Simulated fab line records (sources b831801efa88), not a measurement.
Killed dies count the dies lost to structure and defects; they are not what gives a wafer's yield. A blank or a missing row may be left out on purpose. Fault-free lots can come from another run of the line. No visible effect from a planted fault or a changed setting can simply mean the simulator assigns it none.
A sampling plan put to the test | flow gf180mcu | each of the 68 faults these records tell of, on one fab line, judged from the records of the lots it struck
The plan is the line's own looks: the steps of the route at which a gauge or an inspection reads the wafer and doesn't change it. A look can be judged if struck wafers have a number there and the file gives its usual mean and standard deviation on fault-free wafers. Caught: the struck wafers' mean, at a look after the fault's first step, is 4 or more of those standard deviations (sigma) away from the usual mean. On the tool: the test repeated on the tool's own readings taken at the fault's steps. Also counted as caught: the struck wafers showing another recipe, or a record that is empty for them alone.

THE FAULTS, as the simulator had put them in
1. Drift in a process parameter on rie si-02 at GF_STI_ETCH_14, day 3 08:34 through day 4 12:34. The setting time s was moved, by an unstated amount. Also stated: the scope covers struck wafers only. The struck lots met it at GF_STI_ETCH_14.
2. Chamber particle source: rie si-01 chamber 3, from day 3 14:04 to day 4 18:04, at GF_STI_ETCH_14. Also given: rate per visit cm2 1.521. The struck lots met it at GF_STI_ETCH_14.
3. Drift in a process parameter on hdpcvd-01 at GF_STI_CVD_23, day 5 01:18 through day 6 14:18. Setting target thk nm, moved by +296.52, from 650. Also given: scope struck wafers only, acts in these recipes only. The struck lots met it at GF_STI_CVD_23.
4. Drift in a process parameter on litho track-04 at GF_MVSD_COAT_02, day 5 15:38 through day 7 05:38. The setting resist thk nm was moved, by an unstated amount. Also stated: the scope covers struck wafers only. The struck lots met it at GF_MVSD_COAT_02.
5. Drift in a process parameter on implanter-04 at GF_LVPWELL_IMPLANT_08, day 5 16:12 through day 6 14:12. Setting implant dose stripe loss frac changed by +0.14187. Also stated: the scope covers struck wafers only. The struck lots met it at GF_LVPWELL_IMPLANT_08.
6. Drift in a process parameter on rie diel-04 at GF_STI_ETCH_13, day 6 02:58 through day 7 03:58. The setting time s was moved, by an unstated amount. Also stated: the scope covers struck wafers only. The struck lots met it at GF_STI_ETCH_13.
7. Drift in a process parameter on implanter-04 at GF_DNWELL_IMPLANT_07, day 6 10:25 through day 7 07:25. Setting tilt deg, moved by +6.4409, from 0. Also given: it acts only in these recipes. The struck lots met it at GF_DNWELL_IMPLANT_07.
8. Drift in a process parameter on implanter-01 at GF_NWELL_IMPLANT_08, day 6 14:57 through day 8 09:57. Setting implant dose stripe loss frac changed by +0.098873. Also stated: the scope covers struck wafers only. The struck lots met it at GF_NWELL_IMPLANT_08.
9. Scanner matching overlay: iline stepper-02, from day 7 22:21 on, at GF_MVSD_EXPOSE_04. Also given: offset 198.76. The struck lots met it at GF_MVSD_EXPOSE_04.
10. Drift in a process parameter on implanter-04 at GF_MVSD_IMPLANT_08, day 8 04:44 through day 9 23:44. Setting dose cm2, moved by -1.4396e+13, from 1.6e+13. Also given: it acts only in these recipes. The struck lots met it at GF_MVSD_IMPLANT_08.
11. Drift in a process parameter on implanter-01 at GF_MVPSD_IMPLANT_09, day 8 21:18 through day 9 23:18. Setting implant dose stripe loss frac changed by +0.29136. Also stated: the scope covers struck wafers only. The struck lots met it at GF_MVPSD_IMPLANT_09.
12. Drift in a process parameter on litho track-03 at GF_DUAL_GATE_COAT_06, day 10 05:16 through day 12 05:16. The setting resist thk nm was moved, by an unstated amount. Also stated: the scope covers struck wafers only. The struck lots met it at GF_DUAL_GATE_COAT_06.
13. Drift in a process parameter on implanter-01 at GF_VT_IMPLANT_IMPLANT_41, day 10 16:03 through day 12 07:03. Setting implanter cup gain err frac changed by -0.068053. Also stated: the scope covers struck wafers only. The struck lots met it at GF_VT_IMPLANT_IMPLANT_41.
14. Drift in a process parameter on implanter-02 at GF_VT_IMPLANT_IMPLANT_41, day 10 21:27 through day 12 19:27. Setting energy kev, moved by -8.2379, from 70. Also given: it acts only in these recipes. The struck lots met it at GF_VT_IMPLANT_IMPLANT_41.
15. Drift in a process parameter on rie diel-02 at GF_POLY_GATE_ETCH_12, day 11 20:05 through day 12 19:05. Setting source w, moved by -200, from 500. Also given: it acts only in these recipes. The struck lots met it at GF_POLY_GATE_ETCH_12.
16. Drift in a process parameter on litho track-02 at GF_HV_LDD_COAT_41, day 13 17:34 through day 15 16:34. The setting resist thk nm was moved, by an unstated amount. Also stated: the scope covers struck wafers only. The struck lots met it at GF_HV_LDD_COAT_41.
17. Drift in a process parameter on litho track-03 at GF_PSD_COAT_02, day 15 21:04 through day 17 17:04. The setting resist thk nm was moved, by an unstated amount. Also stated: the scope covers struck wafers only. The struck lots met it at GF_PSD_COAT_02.
18. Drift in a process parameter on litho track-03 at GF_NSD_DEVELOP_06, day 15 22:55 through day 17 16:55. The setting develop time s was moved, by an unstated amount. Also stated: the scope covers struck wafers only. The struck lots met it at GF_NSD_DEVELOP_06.
19. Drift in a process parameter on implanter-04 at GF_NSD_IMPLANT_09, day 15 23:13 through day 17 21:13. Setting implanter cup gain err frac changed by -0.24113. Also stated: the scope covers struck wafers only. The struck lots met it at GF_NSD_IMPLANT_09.
20. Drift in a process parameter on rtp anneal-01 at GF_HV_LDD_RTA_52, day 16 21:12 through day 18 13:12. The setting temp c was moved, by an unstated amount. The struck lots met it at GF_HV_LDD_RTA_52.
21. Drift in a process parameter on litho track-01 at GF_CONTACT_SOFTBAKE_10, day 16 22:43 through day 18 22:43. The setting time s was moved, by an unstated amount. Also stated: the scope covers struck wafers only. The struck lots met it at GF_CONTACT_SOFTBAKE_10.
22. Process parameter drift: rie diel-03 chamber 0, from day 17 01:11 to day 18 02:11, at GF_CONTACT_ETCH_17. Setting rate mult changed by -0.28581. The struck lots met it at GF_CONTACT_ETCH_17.
23. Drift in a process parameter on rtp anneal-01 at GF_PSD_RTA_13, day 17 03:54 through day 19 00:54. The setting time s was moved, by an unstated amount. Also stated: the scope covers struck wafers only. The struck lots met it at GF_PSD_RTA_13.
24. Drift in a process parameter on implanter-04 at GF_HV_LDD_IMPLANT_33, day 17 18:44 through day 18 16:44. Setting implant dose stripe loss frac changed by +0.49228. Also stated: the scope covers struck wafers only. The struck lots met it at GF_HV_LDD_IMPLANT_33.
25. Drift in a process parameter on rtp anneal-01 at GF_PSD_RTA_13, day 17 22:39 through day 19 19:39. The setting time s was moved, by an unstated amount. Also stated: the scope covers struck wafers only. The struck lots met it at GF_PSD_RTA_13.
26. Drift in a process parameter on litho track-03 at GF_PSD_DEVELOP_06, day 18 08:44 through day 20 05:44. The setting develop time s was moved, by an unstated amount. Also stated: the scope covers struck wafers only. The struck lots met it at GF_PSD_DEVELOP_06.
27. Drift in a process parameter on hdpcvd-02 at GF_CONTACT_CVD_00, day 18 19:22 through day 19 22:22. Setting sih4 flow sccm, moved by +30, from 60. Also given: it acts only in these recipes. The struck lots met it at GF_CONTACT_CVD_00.
28. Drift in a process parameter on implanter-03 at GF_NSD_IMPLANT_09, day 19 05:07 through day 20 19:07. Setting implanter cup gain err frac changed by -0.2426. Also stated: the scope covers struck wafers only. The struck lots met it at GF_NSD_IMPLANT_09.
29. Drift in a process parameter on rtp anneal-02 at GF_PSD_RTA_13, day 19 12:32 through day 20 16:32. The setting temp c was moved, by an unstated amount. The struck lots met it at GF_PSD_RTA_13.
30. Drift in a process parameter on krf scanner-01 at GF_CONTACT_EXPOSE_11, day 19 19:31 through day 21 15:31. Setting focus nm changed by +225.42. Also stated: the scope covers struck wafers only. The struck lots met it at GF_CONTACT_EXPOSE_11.
31. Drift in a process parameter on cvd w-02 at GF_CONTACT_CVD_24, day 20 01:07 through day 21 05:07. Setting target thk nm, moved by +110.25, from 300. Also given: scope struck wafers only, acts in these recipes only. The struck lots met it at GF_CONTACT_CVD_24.
32. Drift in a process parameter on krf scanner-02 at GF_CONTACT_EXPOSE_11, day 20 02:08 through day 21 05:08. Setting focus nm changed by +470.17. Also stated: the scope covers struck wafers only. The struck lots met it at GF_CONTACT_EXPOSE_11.
33. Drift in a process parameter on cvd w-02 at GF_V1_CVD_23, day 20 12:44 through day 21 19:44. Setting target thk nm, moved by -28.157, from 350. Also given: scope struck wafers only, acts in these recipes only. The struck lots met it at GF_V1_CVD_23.
34. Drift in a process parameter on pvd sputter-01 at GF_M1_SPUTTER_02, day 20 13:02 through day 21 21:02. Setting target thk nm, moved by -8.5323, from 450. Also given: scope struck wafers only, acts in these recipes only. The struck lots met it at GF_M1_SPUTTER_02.
35. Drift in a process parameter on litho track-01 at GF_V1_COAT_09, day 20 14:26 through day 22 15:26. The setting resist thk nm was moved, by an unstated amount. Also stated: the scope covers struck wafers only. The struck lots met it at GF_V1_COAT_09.
36. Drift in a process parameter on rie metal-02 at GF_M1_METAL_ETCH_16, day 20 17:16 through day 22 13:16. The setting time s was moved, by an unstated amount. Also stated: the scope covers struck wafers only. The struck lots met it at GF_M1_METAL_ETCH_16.
37. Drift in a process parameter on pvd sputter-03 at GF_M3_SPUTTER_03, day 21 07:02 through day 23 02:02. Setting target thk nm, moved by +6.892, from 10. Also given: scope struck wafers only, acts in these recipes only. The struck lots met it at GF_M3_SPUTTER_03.
38. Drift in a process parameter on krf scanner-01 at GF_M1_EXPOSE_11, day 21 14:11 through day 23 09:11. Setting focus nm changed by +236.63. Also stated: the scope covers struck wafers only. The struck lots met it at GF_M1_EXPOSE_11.
39. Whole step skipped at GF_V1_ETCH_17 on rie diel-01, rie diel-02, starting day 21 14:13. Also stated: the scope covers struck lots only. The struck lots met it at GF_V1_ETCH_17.
40. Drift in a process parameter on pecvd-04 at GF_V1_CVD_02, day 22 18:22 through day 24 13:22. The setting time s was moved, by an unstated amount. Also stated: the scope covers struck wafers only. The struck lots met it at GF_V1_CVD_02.
41. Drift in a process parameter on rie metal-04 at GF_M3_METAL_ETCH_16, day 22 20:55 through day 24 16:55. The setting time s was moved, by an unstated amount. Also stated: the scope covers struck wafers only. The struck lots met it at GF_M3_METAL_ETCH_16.
42. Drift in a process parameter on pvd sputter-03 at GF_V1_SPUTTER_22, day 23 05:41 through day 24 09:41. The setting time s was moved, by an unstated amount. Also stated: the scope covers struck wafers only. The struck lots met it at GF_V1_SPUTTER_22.
43. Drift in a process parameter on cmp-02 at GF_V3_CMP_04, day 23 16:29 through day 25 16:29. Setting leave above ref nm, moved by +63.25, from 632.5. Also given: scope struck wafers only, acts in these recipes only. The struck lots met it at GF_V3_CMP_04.
44. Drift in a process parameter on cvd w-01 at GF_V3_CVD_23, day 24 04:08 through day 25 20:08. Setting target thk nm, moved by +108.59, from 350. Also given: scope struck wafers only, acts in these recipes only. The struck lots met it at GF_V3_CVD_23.
45. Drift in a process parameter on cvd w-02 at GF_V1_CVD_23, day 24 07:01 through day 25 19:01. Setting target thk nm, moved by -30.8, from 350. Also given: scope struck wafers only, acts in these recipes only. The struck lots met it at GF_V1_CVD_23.
46. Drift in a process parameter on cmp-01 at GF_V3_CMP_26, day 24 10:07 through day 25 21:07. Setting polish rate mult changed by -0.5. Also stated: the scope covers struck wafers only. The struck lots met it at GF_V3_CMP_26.
47. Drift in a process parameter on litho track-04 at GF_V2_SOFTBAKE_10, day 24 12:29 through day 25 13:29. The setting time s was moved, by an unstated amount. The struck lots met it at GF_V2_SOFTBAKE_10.
48. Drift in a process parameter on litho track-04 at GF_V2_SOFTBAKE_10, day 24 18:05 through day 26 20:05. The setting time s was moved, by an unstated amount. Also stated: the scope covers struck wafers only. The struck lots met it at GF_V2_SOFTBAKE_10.
49. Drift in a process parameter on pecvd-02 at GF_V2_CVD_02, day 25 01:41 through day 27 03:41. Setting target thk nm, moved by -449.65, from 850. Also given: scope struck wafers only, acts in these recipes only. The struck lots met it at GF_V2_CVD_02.
50. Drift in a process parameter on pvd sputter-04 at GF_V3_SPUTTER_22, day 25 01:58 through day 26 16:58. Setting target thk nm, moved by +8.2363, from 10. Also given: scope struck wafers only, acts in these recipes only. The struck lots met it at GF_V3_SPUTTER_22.
51. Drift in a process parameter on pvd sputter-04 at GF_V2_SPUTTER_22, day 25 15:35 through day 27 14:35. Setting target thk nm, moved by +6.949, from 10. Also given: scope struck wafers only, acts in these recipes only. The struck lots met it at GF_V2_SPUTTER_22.
52. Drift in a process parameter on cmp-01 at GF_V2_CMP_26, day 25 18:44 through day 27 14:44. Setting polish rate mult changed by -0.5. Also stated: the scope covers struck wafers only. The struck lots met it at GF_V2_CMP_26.
53. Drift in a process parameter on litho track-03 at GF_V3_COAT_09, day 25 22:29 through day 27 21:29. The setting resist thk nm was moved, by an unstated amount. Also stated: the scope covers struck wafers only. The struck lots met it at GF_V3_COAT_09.
54. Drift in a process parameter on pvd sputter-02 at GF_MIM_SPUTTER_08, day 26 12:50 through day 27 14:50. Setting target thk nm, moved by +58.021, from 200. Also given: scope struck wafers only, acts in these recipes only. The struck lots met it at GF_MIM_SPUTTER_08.
55. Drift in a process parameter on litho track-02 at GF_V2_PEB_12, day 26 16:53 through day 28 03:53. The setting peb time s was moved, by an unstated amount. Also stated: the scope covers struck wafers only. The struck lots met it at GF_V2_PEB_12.
56. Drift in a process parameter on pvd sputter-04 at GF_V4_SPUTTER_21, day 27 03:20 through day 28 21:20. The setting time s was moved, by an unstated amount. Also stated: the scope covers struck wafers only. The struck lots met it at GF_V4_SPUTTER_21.
57. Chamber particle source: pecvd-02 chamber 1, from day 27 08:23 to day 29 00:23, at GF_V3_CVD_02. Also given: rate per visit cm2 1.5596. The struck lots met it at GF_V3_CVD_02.
58. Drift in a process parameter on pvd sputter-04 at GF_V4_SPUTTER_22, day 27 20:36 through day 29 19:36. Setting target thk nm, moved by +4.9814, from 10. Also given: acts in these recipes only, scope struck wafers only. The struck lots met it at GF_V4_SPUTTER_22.
59. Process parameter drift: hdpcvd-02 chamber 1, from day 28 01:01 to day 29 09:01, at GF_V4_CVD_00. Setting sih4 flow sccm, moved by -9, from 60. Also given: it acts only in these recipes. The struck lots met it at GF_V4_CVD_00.
60. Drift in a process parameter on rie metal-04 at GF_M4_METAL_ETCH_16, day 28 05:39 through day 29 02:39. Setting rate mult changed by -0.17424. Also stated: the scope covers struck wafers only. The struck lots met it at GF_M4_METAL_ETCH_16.
61. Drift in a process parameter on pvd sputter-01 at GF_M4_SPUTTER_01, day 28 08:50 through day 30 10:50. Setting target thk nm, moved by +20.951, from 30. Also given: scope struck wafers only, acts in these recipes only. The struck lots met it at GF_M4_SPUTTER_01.
62. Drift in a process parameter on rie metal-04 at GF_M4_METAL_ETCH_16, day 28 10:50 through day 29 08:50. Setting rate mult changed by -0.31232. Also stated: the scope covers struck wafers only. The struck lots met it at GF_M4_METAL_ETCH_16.
63. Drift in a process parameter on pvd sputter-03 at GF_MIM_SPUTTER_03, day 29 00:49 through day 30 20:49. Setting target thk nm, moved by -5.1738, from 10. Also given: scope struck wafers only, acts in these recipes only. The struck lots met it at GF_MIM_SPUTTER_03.
64. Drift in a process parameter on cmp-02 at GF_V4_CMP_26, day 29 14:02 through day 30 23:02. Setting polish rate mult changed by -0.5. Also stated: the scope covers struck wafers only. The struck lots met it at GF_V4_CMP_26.
65. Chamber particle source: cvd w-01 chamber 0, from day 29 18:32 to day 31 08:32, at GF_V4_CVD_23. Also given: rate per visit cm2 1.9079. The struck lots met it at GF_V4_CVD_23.
66. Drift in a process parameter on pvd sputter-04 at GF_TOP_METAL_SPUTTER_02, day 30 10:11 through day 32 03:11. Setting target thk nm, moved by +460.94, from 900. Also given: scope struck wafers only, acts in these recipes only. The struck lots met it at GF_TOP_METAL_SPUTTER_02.
67. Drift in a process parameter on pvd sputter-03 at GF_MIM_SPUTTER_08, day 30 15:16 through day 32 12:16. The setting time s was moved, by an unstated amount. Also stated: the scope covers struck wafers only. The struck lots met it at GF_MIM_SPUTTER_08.
68. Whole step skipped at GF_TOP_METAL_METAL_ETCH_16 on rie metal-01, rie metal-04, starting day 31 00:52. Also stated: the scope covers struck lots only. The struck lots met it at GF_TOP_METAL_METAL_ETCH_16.

WHAT THE PLAN SAW
fault | on the tool itself                               | first look that catches it                      | reading, sigma                                               | median hours from its first step to that look | hours from the fault's start to the first struck lot there | judged looks passed uncaught
1     | run length s -97 sigma                           | not the one look that can be judged after it    | -                                                            | -                                             | -                                                          | 1
2     | under 2 sigma                                    | not the one look that can be judged after it    | -                                                            | -                                             | -                                                          | 1
3     | no reading that can be judged                    | GF_STI_THK_MEAS_24                              | STI_CVD_23_THK +51                                           | 0.1                                           | 2                                                          | 0
4     | no reading that can be judged                    | none of the 2 looks that can be judged after it | -                                                            | -                                             | -                                                          | 2
5     | under 2 sigma                                    | GF_VT_IMPLANT_RS_MEAS_48                        | LVPWELL_RS +21                                               | 99.3                                          | 107                                                        | 3
6     | run length s -99 or beyond sigma                 | no look after it can be judged                  | -                                                            | -                                             | -                                                          | 0
7     | tilt deg +99 or beyond sigma                     | GF_DNWELL_TW_MEAS_09                            | DNWELL_TW +10                                                | 0.2                                           | 7                                                          | 0
8     | no reading that can be judged                    | none of the 8 looks that can be judged after it | strongest: NWELL_RS at GF_VT_IMPLANT_RS_MEAS_47, +3.8        | -                                             | -                                                          | 8
9     | no reading that can be judged                    | GF_MVSD_OVL_MEAS_07                             | MVSD_OVL +99 or beyond                                       | 8.1                                           | 19                                                         | 0
10    | dose ions cm2 -99 or beyond sigma                | GF_MVSD_TW_MEAS_11                              | MVSD_TW -36                                                  | 0.4                                           | 3                                                          | 0
11    | under 2 sigma                                    | none of the 4 looks that can be judged after it | strongest: MVPSD_RS at GF_VT_IMPLANT_RS_MEAS_49, +3.2        | -                                             | -                                                          | 4
12    | under 2 sigma                                    | not the one look that can be judged after it    | -                                                            | -                                             | -                                                          | 1
13    | beam on s +4.3 sigma                             | not the one look that can be judged after it    | strongest: VT_IMPLANT_4_TW at GF_VT_IMPLANT_TW_MEAS_43, +3.4 | -                                             | -                                                          | 1
14    | beam energy keV -99 or beyond sigma              | GF_VT_IMPLANT_TW_MEAS_43                        | VT_IMPLANT_4_TW -7.0                                         | 0.2                                           | 6                                                          | 0
15    | rf fwd power W -94 sigma                         | none of the 2 looks that can be judged after it | strongest: cd nm at GF_POLY_GATE_CD_MEAS_18, +2.6            | -                                             | -                                                          | 2
16    | under 2 sigma                                    | none of the 2 looks that can be judged after it | -                                                            | -                                             | -                                                          | 2
17    | no reading that can be judged                    | no look after it can be judged                  | -                                                            | -                                             | -                                                          | 0
18    | under 2 sigma                                    | GF_NSD_CD_MEAS_07                               | cd nm -40                                                    | 0.1                                           | 9                                                          | 0
19    | beam on s +7.2 sigma                             | GF_PSD_RS_MEAS_14                               | NSD_RS -15                                                   | 23.9                                          | 33                                                         | 0
20    | wafer_temp_C_max -95 sigma                       | not the one look that can be judged after it    | strongest: HV_LDD_RS at GF_HV_LDD_RS_MEAS_53, -2.5           | -                                             | -                                                          | 1
21    | heater power total W +97 sigma                   | none of the 2 looks that can be judged after it | -                                                            | -                                             | -                                                          | 2
22    | under 2 sigma                                    | no look after it can be judged                  | -                                                            | -                                             | -                                                          | 0
23    | run length s +99 or beyond sigma                 | GF_PSD_RS_MEAS_14                               | NSD_RS -74                                                   | 0.1                                           | 15                                                         | 0
24    | no reading that can be judged                    | GF_HV_LDD_RS_MEAS_53                            | HV_LDD_RS +4.3                                               | 24.7                                          | 35                                                         | 0
25    | run length s -19 sigma                           | GF_PSD_RS_MEAS_14                               | NSD_RS +20                                                   | 0.1                                           | 4                                                          | 0
26    | no reading that can be judged                    | GF_PSD_CD_MEAS_07                               | cd nm +11                                                    | 0.1                                           | 7                                                          | 0
27    | sih4 flow sccm +99 or beyond sigma               | GF_CONTACT_THK_MEAS_01                          | CONTACT_CVD_00_THK +57                                       | 0.0                                           | 9                                                          | 0
28    | beam on s +4.3 sigma                             | GF_PSD_RS_MEAS_14                               | NSD_RS -15                                                   | 24.6                                          | 44                                                         | 0
29    | under 2 sigma                                    | GF_PSD_RS_MEAS_14                               | NSD_RS -29                                                   | 0.1                                           | 7                                                          | 0
30    | no reading that can be judged                    | none of the 2 looks that can be judged after it | strongest: cd nm at GF_CONTACT_CD_MEAS_14, -2.1              | -                                             | -                                                          | 2
31    | under 2 sigma                                    | GF_CONTACT_RS_MEAS_25                           | CONTACT_W_RS -11                                             | 0.1                                           | 5                                                          | 0
32    | no reading that can be judged                    | GF_CONTACT_CD_MEAS_14                           | cd nm -15                                                    | 11.4                                          | 20                                                         | 0
33    | under 2 sigma                                    | none of the 2 looks that can be judged after it | strongest: V1_W_RS at GF_V1_RS_MEAS_24, +2.5                 | -                                             | -                                                          | 2
34    | under 2 sigma                                    | no look after it can be judged                  | -                                                            | -                                             | -                                                          | 0
35    | no reading that can be judged                    | none of the 2 looks that can be judged after it | strongest: cd nm at GF_V1_CD_MEAS_14, -3.7                   | -                                             | -                                                          | 2
36    | run length s +13 sigma                           | no look after it can be judged                  | -                                                            | -                                             | -                                                          | 0
37    | under 2 sigma                                    | no look after it can be judged                  | -                                                            | -                                             | -                                                          | 0
38    | under 2 sigma                                    | GF_M1_CD_MEAS_14                                | cd nm -15                                                    | 11.2                                          | 18                                                         | 0
39    | the tool's record is blank for the struck wafers | no look after it can be judged                  | -                                                            | -                                             | -                                                          | 0
40    | run length s +23 sigma                           | GF_V1_THK_MEAS_03                               | V1_CVD_02_THK +8.7                                           | 0.1                                           | 4                                                          | 0
41    | run length s +19 sigma                           | no look after it can be judged                  | -                                                            | -                                             | -                                                          | 0
42    | under 2 sigma                                    | no look after it can be judged                  | -                                                            | -                                             | -                                                          | 0
43    | time to endpoint s -4.8 sigma                    | none of the 5 looks that can be judged after it | -                                                            | -                                             | -                                                          | 5
44    | under 2 sigma                                    | GF_V3_RS_MEAS_24                                | V3_W_RS -11                                                  | 0.1                                           | 4                                                          | 0
45    | under 2 sigma                                    | not the one look that can be judged after it    | strongest: V1_W_RS at GF_V1_RS_MEAS_24, +3.1                 | -                                             | -                                                          | 1
46    | overpolish run s -99 or beyond sigma             | no look after it can be judged                  | -                                                            | -                                             | -                                                          | 0
47    | run length s +75 sigma                           | none of the 2 looks that can be judged after it | -                                                            | -                                             | -                                                          | 2
48    | heater power total W +99 or beyond sigma         | GF_V2_CD_MEAS_14                                | cd nm -10                                                    | 11.7                                          | 15                                                         | 0
49    | under 2 sigma                                    | GF_V2_THK_MEAS_03                               | V2_CVD_02_THK -45                                            | 0.1                                           | 49                                                         | 0
50    | under 2 sigma                                    | none of the 2 looks that can be judged after it | -                                                            | -                                             | -                                                          | 2
51    | under 2 sigma                                    | no look after it can be judged                  | -                                                            | -                                             | -                                                          | 0
52    | overpolish run s -99 or beyond sigma             | no look after it can be judged                  | -                                                            | -                                             | -                                                          | 0
53    | no reading that can be judged                    | no look after it can be judged                  | -                                                            | -                                             | -                                                          | 0
54    | under 2 sigma                                    | GF_MIM_RS_MEAS_10                               | MIM_ALCU_RS -25                                              | 0.1                                           | 6                                                          | 0
55    | no reading that can be judged                    | none of the 2 looks that can be judged after it | strongest: cd nm at GF_V2_CD_MEAS_14, +3.6                   | -                                             | -                                                          | 2
56    | under 2 sigma                                    | no look after it can be judged                  | -                                                            | -                                             | -                                                          | 0
57    | only faintly: heater power w -2.1 sigma          | no look after it can be judged                  | -                                                            | -                                             | -                                                          | 0
58    | under 2 sigma                                    | no look after it can be judged                  | -                                                            | -                                             | -                                                          | 0
59    | sih4 flow sccm -50 sigma                         | GF_V4_THK_MEAS_01                               | V4_CVD_00_THK -17                                            | 0.1                                           | 8                                                          | 0
60    | oes product au -19 sigma                         | no look after it can be judged                  | -                                                            | -                                             | -                                                          | 0
61    | under 2 sigma                                    | no look after it can be judged                  | -                                                            | -                                             | -                                                          | 0
62    | oes product au -36 sigma                         | no look after it can be judged                  | -                                                            | -                                             | -                                                          | 0
63    | under 2 sigma                                    | no look after it can be judged                  | -                                                            | -                                             | -                                                          | 0
64    | overpolish run s -99 or beyond sigma             | no look after it can be judged                  | -                                                            | -                                             | -                                                          | 0
65    | under 2 sigma                                    | none of the 3 looks that can be judged after it | -                                                            | -                                             | -                                                          | 3
66    | under 2 sigma                                    | GF_TOP_METAL_RS_MEAS_05                         | TOP_METAL_ALCU_RS -34                                        | 0.2                                           | 30                                                         | 0
67    | under 2 sigma                                    | GF_MIM_RS_MEAS_10                               | MIM_ALCU_RS +33                                              | 0.1                                           | 3                                                          | 0
68    | the tool's record is blank for the struck wafers | no look after it can be judged                  | -                                                            | -                                             | -                                                          | 0
A dash: this means the fault isn't caught or the number doesn't appear in these records.

Caught at a look: 26 of 68. Caught on the tool: 28 of 68. By one or the other: 43 of 68.
Faults 1, 6, 13, 15, 20, 21, 36, 39, 41, 43, 46, 47, 52, 60, 62, 64, 68 were caught on the tool alone.
Caught at a look alone: faults 3, 5, 9, 18, 24, 26, 29, 31, 32, 38, 44, 49, 54, 66, 67.
Caught by neither: faults 2, 4, 8, 11, 12, 16, 17, 22, 30, 33, 34, 35, 37, 42, 45, 50, 51, 53, 55, 56, 57, 58, 61, 63, 65.

THINNER SAMPLING
In the worst case, this is how late the first struck lot would be measured if the look that catches a fault measured only every second or every third lot, by lot number:
fault | struck lots at that look, in order of time | every lot | every second lot | every third lot
3     | L932, L936                                 | 2 h       | may miss all 2   | may miss all 2
5     | L152, L154                                 | 107 h     | may miss all 2   | may miss all 2
7     | L779, L781                                 | 7 h       | may miss all 2   | may miss all 2
9     | L616, L617                                 | 19 h      | 26 h             | may miss all 2
10    | L131, L132                                 | 3 h       | 8 h              | may miss all 2
14    | L686, L690                                 | 6 h       | may miss all 2   | may miss all 2
18    | L374, L376, L378                           | 9 h       | may miss all 3   | 41 h
19    | L176, L179, L181                           | 33 h      | 52 h             | may miss all 3
23    | L906                                       | 15 h      | may miss it      | may miss it
24    | L340                                       | 35 h      | may miss it      | may miss it
25    | L178, L180                                 | 4 h       | may miss all 2   | may miss all 2
26    | L138, L140, L142                           | 7 h       | may miss all 3   | 34 h
27    | L377, L379                                 | 9 h       | may miss all 2   | may miss all 2
28    | L673                                       | 44 h      | may miss it      | may miss it
29    | L212, L213                                 | 7 h       | 13 h             | may miss all 2
31    | L269, L270, L271                           | 5 h       | 18 h             | 22 h
32    | L667, L668, L669                           | 20 h      | 28 h             | 35 h
38    | L786, L787, L788                           | 18 h      | 23 h             | 31 h
40    | L717, L721                                 | 4 h       | may miss all 2   | may miss all 2
44    | L786, L789, L790                           | 4 h       | 36 h             | may miss all 3
48    | L665                                       | 15 h      | may miss it      | may miss it
49    | L124                                       | 49 h      | may miss it      | may miss it
54    | L412, L413                                 | 6 h       | 23 h             | may miss all 2
59    | L619, L621                                 | 8 h       | may miss all 2   | may miss all 2
66    | L153, L154                                 | 30 h      | 35 h             | may miss all 2
67    | L513, L514, L516                           | 3 h       | 8 h              | may miss all 3
Hours: fault start to first struck lot measured. 4 sigma limit: tested on the pooled struck wafers, so a lone lot may be under it. Other struck lots may not be in these records.

THE LONGEST TIMED WAY FROM STEP TO LOOK
Fault 5: a median of 99.3 hours passes between GF_LVPWELL_IMPLANT_08 and GF_VT_IMPLANT_RS_MEAS_48. The looks between them that can be judged stayed within 4 sigma: GF_LVPWELL_TW_MEAS_11, GF_MVPSD_OVL_MEAS_07, GF_VT_IMPLANT_OVL_MEAS_07.
